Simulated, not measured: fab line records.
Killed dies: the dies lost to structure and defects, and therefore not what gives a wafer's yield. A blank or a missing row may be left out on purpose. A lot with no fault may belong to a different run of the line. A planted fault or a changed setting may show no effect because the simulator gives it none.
fab line records -- flow gf180mcu
[record] lots = 6, wafers = 18, lastDay = 33
route steps=602 shown M3@413
lots that met no fault: from a run of the same line without faults
startH: hours from the record's first day to the start of the lot's first wafer shown -- waitH: hours from the lot's prior step to this one -- " repeats the value in the row above -- L1.1+2: a row that stands for several wafers -- - either no value or no given start -- * or withheld: withheld -- < > ~ a bound
route shown NAME@n: names a module that has steps shown in the file, with the first one's number in the route -- usual: mean/standard deviation of fault-free wafers -- same: alike in all rows -- chamber/n: place in a boat -- sites: each site's reading -- _std_site: how widely they spread, as a standard deviation -- _edge_site: mean of outer sites minus mean of inner sites -- radiusMm: how far each site lies from the wafer's centre -- mask NAME#n: copy n -- behind: the tool/chamber that last shaped the wafer -- hold: why the lot was held/for how many hours/how that ended -- device: whichever transistor did not switch (one of n, p or np) -- end of line: tests run on the same wafers once the route is complete -- for a step that has no rows: nothing shown but its recipe -- killed: count of dies lost to structure and defects at first sort (not the wafer's yield) -- map: the dies of a wafer, with x for killed, . for not killed, _ for no die there
set.NAME: the setting the step ran with; set.NAME@STEP: the setting that earlier step ran with -- model.NAME: the simulator's own value behind a step, which no gauge read
certain route steps with their lots: each step a table, each wafer a row
services: a tool's chamber out of use, with start hour (startH, from the record's first day; less than 0 if before it), hours out, and reason
[[steps]]
[step GF_M3_SPUTTER_04]
[recipe] material = TiN, targetThkNm = 50, powerW = 6500, timeS = 41.7, chamberPressurePa = 0.4
[usual] throttleValvePct = 30.1/1
lot.wafer,tool,chamber,startH,waitH,throttleValvePct
L537.1,pvdSputter-04,-,458.58,0.0,27.4
L537.2,pvdSputter-04,-,458.58,0.0,31.1
L537.4,pvdSputter-04,-,458.58,0.0,30.0
L540.3,pvdSputter-02,-,488.99,0.0,30.6
L540.4,pvdSputter-02,-,488.99,0.0,32.0
L540.6,pvdSputter-02,-,488.99,0.0,30.4
L544.1,pvdSputter-03,-,524.08,0.0,29.6
L544.4,pvdSputter-03,-,524.08,0.0,30.1
L544.5,pvdSputter-03,-,524.08,0.0,30.2
L555.3,pvdSputter-02,-,619.73,0.0,31.9
L555.5,pvdSputter-02,-,619.73,0.0,30.7
L555.6,pvdSputter-02,-,619.73,0.0,30.1
L556.1,pvdSputter-04,-,626.73,0.0,27.6
L556.2,pvdSputter-04,-,626.73,0.0,31.0
L556.4,pvdSputter-04,-,626.73,0.0,30.3
L557.1,pvdSputter-02,-,627.64,0.0,29.7
L557.4,pvdSputter-02,-,627.64,0.0,30.3
L557.5,pvdSputter-02,-,627.64,0.0,30.6
[step GF_M3_RS_MEAS_05]
[recipe] thkMeasGauge = four-point-probe, reads = TiN_of_M3_SPUTTER_04+Ti_of_M3_SPUTTER_03+AlCu_of_M3_SPUTTER_02+TiN_of_M3_SPUTTER_01+Ti_of_M3_SPUTTER_00
[usual] M3_ALCU_RS = 0.0693/0.00071
lot.wafer,tool,chamber,startH,waitH,M3_ALCU_RS[ohm/sq]
L537.1,filmMetro-02,-,458.62,0.0,0.0690
L537.2,filmMetro-02,-,458.62,0.0,0.0695
L537.4,filmMetro-02,-,458.62,0.0,0.0696
L540.3,filmMetro-02,-,489.11,0.1,0.0703
L540.4,filmMetro-02,-,489.11,0.1,0.0708
L540.6,filmMetro-02,-,489.11,0.1,0.0706
L544.1,filmMetro-04,-,524.12,0.0,0.0698
L544.4,filmMetro-04,-,524.12,0.0,0.0691
L544.5,filmMetro-04,-,524.12,0.0,0.0687
L555.3,filmMetro-02,-,619.81,0.1,0.0707
L555.5,filmMetro-02,-,619.81,0.1,0.0706
L555.6,filmMetro-02,-,619.81,0.1,0.0703
L556.1,filmMetro-02,-,626.77,0.0,0.0688
L556.2,filmMetro-02,-,626.77,0.0,0.0693
L556.4,filmMetro-02,-,626.77,0.0,0.0684
L557.1,filmMetro-02,-,627.68,0.0,0.0689
L557.4,filmMetro-02,-,627.68,0.0,0.0691
L557.5,filmMetro-02,-,627.68,0.0,0.0688
[step GF_M3_THK_MEAS_06]
[recipe] thkMeasGauge = xrf, reads = AlCu_of_M3_SPUTTER_02
[usual] M3_ALCU_THK = 443/5.5
lot.wafer,tool,chamber,startH,waitH,M3_ALCU_THK[nm]
L537.1,filmMetro-02,-,458.74,0.1,442
L537.2,filmMetro-02,-,458.74,0.1,442
L537.4,filmMetro-02,-,458.74,0.1,437
L540.3,filmMetro-02,-,489.21,0.1,435
L540.4,filmMetro-02,-,489.21,0.1,433
L540.6,filmMetro-02,-,489.21,0.1,435
L544.1,filmMetro-04,-,524.24,0.1,441
L544.4,filmMetro-04,-,524.24,0.1,444
L544.5,filmMetro-04,-,524.24,0.1,447
L555.3,filmMetro-02,-,619.91,0.1,431
L555.5,filmMetro-02,-,619.91,0.1,434
L555.6,filmMetro-02,-,619.91,0.1,435
L556.1,filmMetro-02,-,626.89,0.1,443
L556.2,filmMetro-02,-,626.89,0.1,439
L556.4,filmMetro-02,-,626.89,0.1,446
L557.1,filmMetro-02,-,627.80,0.1,445
L557.4,filmMetro-02,-,627.80,0.1,442
L557.5,filmMetro-02,-,627.80,0.1,444
[step GF_M3_DEHYDRATE_07]
[recipe] tempC = 200, timeS = 60
[step GF_M3_HMDS_08]
[recipe] primeTimeS = 60, primeTempC = 120
[step GF_M3_COAT_09]
[recipe] resist = KrF, spinRpm = withheld, resistThkNm = 1000
[step GF_M3_SOFTBAKE_10]
[recipe] tempC = 130, timeS = 60, resist = KrF
[step GF_M3_EXPOSE_11]
[recipe] maskId = Metal3, targetCdNm = 280, na = 0.68, sourceShape = conventional, sigmaOuter = 0.6, doseMj = 28
[step GF_M3_PEB_12]
[recipe] pebTempC = 135, pebTimeS = 90, resist = KrF
[step GF_M3_DEVELOP_13]
[recipe] developTimeS = 60, devTempC = 21
[step GF_M3_CD_MEAS_14]
[recipe] targetCdNm = 280
[usual] cdNm = 279.9/1.1
lot.wafer,tool,chamber,startH,waitH,cdNm
L537.1,cdSem-02,-,482.05,0.1,280.3
L537.2,cdSem-02,-,482.05,0.1,278.2
L537.4,cdSem-02,-,482.05,0.1,280.4
L540.3,cdSem-02,-,512.48,0.1,279.5
L540.4,cdSem-02,-,512.48,0.1,279.9
L540.6,cdSem-02,-,512.48,0.1,279.0
L544.1,cdSem-01,-,546.45,0.3,279.1
L544.4,cdSem-01,-,546.45,0.3,278.6
L544.5,cdSem-01,-,546.45,0.3,279.2
L555.3,cdSem-01,-,640.19,0.1,279.5
L555.5,cdSem-01,-,640.19,0.1,278.9
L555.6,cdSem-01,-,640.19,0.1,279.4
L556.1,cdSem-02,-,646.35,0.1,281.6
L556.2,cdSem-02,-,646.35,0.1,281.5
L556.4,cdSem-02,-,646.35,0.1,281.1
L557.1,cdSem-02,-,647.20,0.1,281.2
L557.4,cdSem-02,-,647.20,0.1,281.1
L557.5,cdSem-02,-,647.20,0.1,281.0
[step GF_M3_OVL_MEAS_15]
[usual] M3_OVL = -1/6.7
lot.wafer,tool,chamber,startH,waitH,M3_OVL[nm]
L537.1,overlay-01,-,482.17,0.1,-1
L537.2,overlay-01,-,482.17,0.1,-5
L537.4,overlay-01,-,482.17,0.1,-7
L540.3,overlay-02,-,512.57,0.1,7
L540.4,overlay-02,-,512.57,0.1,0
L540.6,overlay-02,-,512.57,0.1,4
L544.1,overlay-01,-,546.57,0.1,6
L544.4,overlay-01,-,546.57,0.1,5
L544.5,overlay-01,-,546.57,0.1,-1
L555.3,overlay-02,-,640.28,0.1,-5
L555.5,overlay-02,-,640.28,0.1,-4
L555.6,overlay-02,-,640.28,0.1,-13
L556.1,overlay-02,-,646.47,0.1,-4
L556.2,overlay-02,-,646.47,0.1,5
L556.4,overlay-02,-,646.47,0.1,5
L557.1,overlay-01,-,647.32,0.1,5
L557.4,overlay-01,-,647.32,0.1,7
L557.5,overlay-01,-,647.32,0.1,1
[step GF_M3_METAL_ETCH_16]
[recipe] chemistry = Cl2/BCl3, maskMaterial = KrF, targetDepthNm = 627.5, stopOn = SiO2, pressureMtorr = 8, icpW = 800, biasW = 140, Cl2_flow_sccm = 80, bcl3FlowSccm = 40, timeS = 104.6
[usual] drypumpMotorCurrentA = 5.6/0.39, mfcCl2Sccm = 80.01/0.25, oesProductAu = 0.973/0.0058, rfFwdPowerW = 794.8/2.1, throttleValvePct = 28.248/0.011
lot.wafer,tool,chamber,startH,waitH,drypumpMotorCurrentA,mfcCl2Sccm,oesProductAu,rfFwdPowerW,rfHoursCounterH,throttleValvePct,model.etch.depthNm,model.M3.featureDepthNm,model.KrF_of_M3_COAT_09.thkNm
L537.1,rieMetal-03,0,482.21,0.0,5.3,79.95,0.970,794.1,0,28.262,605.6,605.6,735.2
L537.2,rieMetal-03,1,482.21,0.0,5.5,79.63,0.969,796.7,7,28.227,603.8,603.8,732.3
L537.4,rieMetal-03,0,482.21,0.0,5.3,80.22,0.963,795.6,-,28.241,603.2,603.2,733.1
L540.3,rieMetal-04,1,512.63,0.1,5.2,80.03,0.967,790.2,-,28.262,597.6,597.6,733.4
L540.4,rieMetal-04,0,512.63,0.1,6.3,79.89,0.961,795.4,-,28.267,594.7,594.7,736.5
L540.6,rieMetal-04,1,512.63,0.1,5.2,80.15,0.975,790.8,-,28.248,597.2,597.2,724.7
L544.1,rieMetal-03,0,546.61,0.0,5.3,80.24,0.975,795.3,1,28.259,601,601,734.6
L544.4,rieMetal-03,1,546.61,0.0,5.6,79.79,0.977,794.8,-,28.253,605.1,605.1,733.7
L544.5,rieMetal-03,0,546.61,0.0,5.3,79.86,0.971,796.9,-,28.247,607.5,607.5,739.4
L555.3,rieMetal-04,1,640.34,0.1,5.2,80.10,0.924,667.1,-,28.302,540.2,540.2,773
L555.5,rieMetal-04,0,640.34,0.1,6.2,80.19,0.908,664.3,-,28.313,534.7,534.7,773.9
L555.6,rieMetal-04,1,640.34,0.1,5.2,80.25,0.921,665.6,-,28.307,541.7,541.7,772.9
L556.1,rieMetal-03,1,646.50,0.0,5.6,80.18,0.975,795.6,12,28.255,606.6,606.6,736
L556.2,rieMetal-03,0,646.50,0.0,5.3,80.05,0.975,794.3,5,28.250,603.2,603.2,733.5
L556.4,rieMetal-03,0,646.50,0.0,5.3,79.99,0.976,796.8,-,28.235,610.1,610.1,735.7
L557.1,rieMetal-04,1,647.36,0.0,5.2,80.11,0.915,662.7,12,28.327,543.3,543.3,769.7
L557.4,rieMetal-04,1,647.36,0.0,5.2,80.18,0.916,665.3,-,28.318,546.9,546.9,767.1
L557.5,rieMetal-04,1,647.36,0.0,5.2,79.64,0.920,663.8,-,28.324,546.5,546.5,772.1
[step GF_M3_STRIP_17]
[recipe] chemistry = O2/N2, powerW = 1400, pressureMtorr = 1500, platenTempC = 250, o2FlowSccm = 3000, n2FlowSccm = 300, overashFraction = 0.5
[usual] drypumpMotorCurrentA = 5.9/0.51, heaterPowerW = 332/29, n2FlowSccm = 300.0/0.82, oesProductAu = 0.557/0.0046, stripTimeToEndpointS = 7.86/0.033
lot.wafer,tool,chamber,startH,waitH,drypumpMotorCurrentA,heaterPowerW,n2FlowSccm,oesProductAu,rfHoursCounterH,stripTimeToEndpointS
L537.1,plasmaAsher-04,0,482.32,0.1,5.8,350,300.6,0.558,68,7.89
L537.2,plasmaAsher-04,1,482.32,0.1,5.1,323,299.7,0.552,68,7.84
L537.4,plasmaAsher-04,1,482.32,0.1,5.1,323,299.4,0.558,-,7.85
L540.3,plasmaAsher-02,0,512.74,0.1,6.6,372,299.9,0.562,-,7.86
L540.4,plasmaAsher-02,1,512.74,0.1,5.5,299,299.9,0.560,-,7.88
L540.6,plasmaAsher-02,1,512.74,0.1,5.5,301,299.9,0.547,-,7.79
L544.1,plasmaAsher-01,1,546.72,0.1,6.1,335,300.5,0.559,12,7.88
L544.4,plasmaAsher-01,1,546.72,0.1,6.1,327,300.1,0.555,-,7.86
L544.5,plasmaAsher-01,0,546.72,0.1,6.4,303,300.3,0.562,-,7.94
L555.3,plasmaAsher-01,1,640.45,0.1,6.1,341,300.3,0.569,-,8.24
L555.5,plasmaAsher-01,0,640.45,0.1,6.4,295,300.6,0.574,-,8.27
L555.6,plasmaAsher-01,1,640.45,0.1,6.1,327,300.2,0.578,-,8.26
L556.1,plasmaAsher-01,1,646.62,0.1,6.1,339,301.0,0.559,24,7.89
L556.2,plasmaAsher-01,0,646.62,0.1,6.4,300,300.5,0.560,24,7.86
L556.4,plasmaAsher-01,1,646.62,0.1,6.1,333,299.6,0.553,-,7.86
L557.1,plasmaAsher-04,1,647.47,0.1,5.1,324,299.6,0.571,85,8.23
L557.4,plasmaAsher-04,0,647.47,0.1,5.8,357,300.2,0.566,-,8.19
L557.5,plasmaAsher-04,1,647.47,0.1,5.1,316,299.9,0.573,-,8.24
[step GF_M3_STRIP_18]
[recipe] chemistry = postEtchResidueRemover, timeS = 1200, tempC = 72.5
[[services]]
tool,chamber,startH,hours,kind
rieMetal-04,0,440.40,-,clean
rieMetal-04,0,440.40,17.8,scheduledDown
rieMetal-04,0,440.40,17.8,ventCycle
rieMetal-03,0,447.28,-,clean
rieMetal-03,0,447.28,21.3,scheduledDown
rieMetal-03,0,447.28,21.3,ventCycle
pvdSputter-02,-,449.51,1.0,repair
pvdSputter-02,1,455.98,-,consumableReplace:kit
pvdSputter-02,1,455.98,18.0,scheduledDown
pvdSputter-02,1,455.98,18.0,ventCycle
plasmaAsher-04,-,457.45,0.4,repair
pvdSputter-03,-,459.80,21.7,repair
pvdSputter-02,-,521.53,3.5,repair
plasmaAsher-01,-,526.39,1.4,repair
pvdSputter-04,-,564.25,2.8,repair
plasmaAsher-01,-,583.33,0.5,repair
plasmaAsher-02,-,593.55,14.6,pm
pvdSputter-04,3,605.34,-,consumableReplace:kit
pvdSputter-04,3,605.34,18.0,scheduledDown
pvdSputter-04,3,605.34,18.0,ventCycle
pvdSputter-02,-,622.09,5.3,repair
rieMetal-03,-,630.10,1.4,pm
plasmaAsher-04,-,630.80,2.8,pm
rieMetal-03,-,632.15,1.2,repair
[[key]]
[firstSign] step = GF_M3_METAL_ETCH_16, reading = rfFwdPowerW, direction = down, sigmas = 62, usual = 794.8, struck = 664.8
[effect] step = GF_M3_METAL_ETCH_16, reading = oesProductAu, direction = down, sigmas = 9.6, usual = 0.973, struck = 0.917
[effect] step = GF_M3_STRIP_17, reading = stripTimeToEndpointS, direction = up, sigmas = 11, usual = *, struck = *
[modelEffect] step = GF_M3_METAL_ETCH_16, value = etch.depthNm, without = 600.7, struck = 542.2
[modelEffect] step = GF_PASSIVATION_PROBE_99, value = etest.pmos_6p0.overLimit, without = 0, struck = 1
metAt GF_M3_METAL_ETCH_16
struckWafers L555.3,L555.5,L555.6,L557.1,L557.4,L557.5
sortLeftOut L555.3,L555.5,L555.6,L557.1,L557.4,L557.5
onsetBetween 512.63 640.34
[fault] kind = processParameterDrift, tool = rieMetal-04, chamber = -, onsetH = 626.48, steps = GF_M3_METAL_ETCH_16, channel = icpW, offset = -128, shape = step, endH = 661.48, actsIn = theseRecipesOnly, stated = 800
// sortLeftOut: the simulated sort isn't trusted on such a fault, so these wafers' sort isn't shown, and their yield isn't known
